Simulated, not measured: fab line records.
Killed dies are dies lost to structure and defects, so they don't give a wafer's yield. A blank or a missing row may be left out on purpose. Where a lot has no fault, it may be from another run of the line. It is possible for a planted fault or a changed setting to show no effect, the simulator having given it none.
Chamber matching :: flow sfq line :: SFQ_TRILAYER_I4_CMP_CMP_100 on cmp-01: 4 sister chambers
The step polishes SiO2. 4 wafers are shown with their chamber, then 7 later ones without.

## EACH WAFER AND ITS CHAMBER
wafer: L418.1
chamber: 0
motor current A (A): 10.4

wafer: L418.3
chamber: 3
motor current A (A): 8.8

wafer: L419.2
chamber: 1
motor current A (A): 10.0

wafer: L419.3
chamber: 2
motor current A (A): 10.9

## WAFERS WITH NO CHAMBER GIVEN
wafer: L419.6
motor current A (A): 11.5

wafer: L420.2
motor current A (A): 10.3

wafer: L420.4
motor current A (A): 9.5

wafer: L420.3
motor current A (A): 10.2

wafer: L430.1
motor current A (A): 10.7

wafer: L430.2
motor current A (A): 9.8

wafer: L430.3
motor current A (A): 10.7

## EACH ONE'S CHAMBER
wafer: L419.6
from the rows above: can't be placed: 2 or 0
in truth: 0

wafer: L420.2
from the rows above: can't be placed: 0 or 1 or 2
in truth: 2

wafer: L420.4
from the rows above: can't be placed: 1 or 3 or 0
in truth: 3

wafer: L420.3
from the rows above: can't be placed: 1 or 0 or 2
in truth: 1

wafer: L430.1
from the rows above: can't be placed: 2 or 0 or 1
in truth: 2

wafer: L430.2
from the rows above: can't be placed: 1 or 0
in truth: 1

wafer: L430.3
from the rows above: can't be placed: 2 or 0 or 1
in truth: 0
Correctly placed: 0 of 7. Not placeable from these rows: 7 (in 7, the candidates include the true chamber). Wrongly placed: 0.
How it was worked out, from the rows above alone: a wafer's distance from a chamber is the root of the sum, over the readings, of the square of ((its reading less the chamber's mean) divided by the reading's scatter). If the next closest chamber is less than 2 further off than the closest, the wafer can't be placed; otherwise it belongs to the closest. The mean given for a chamber averages the wafers shown for that chamber. The scatter: root of mean squared gap, hidden wafer to nearest shown wafer, with one shown wafer a chamber.
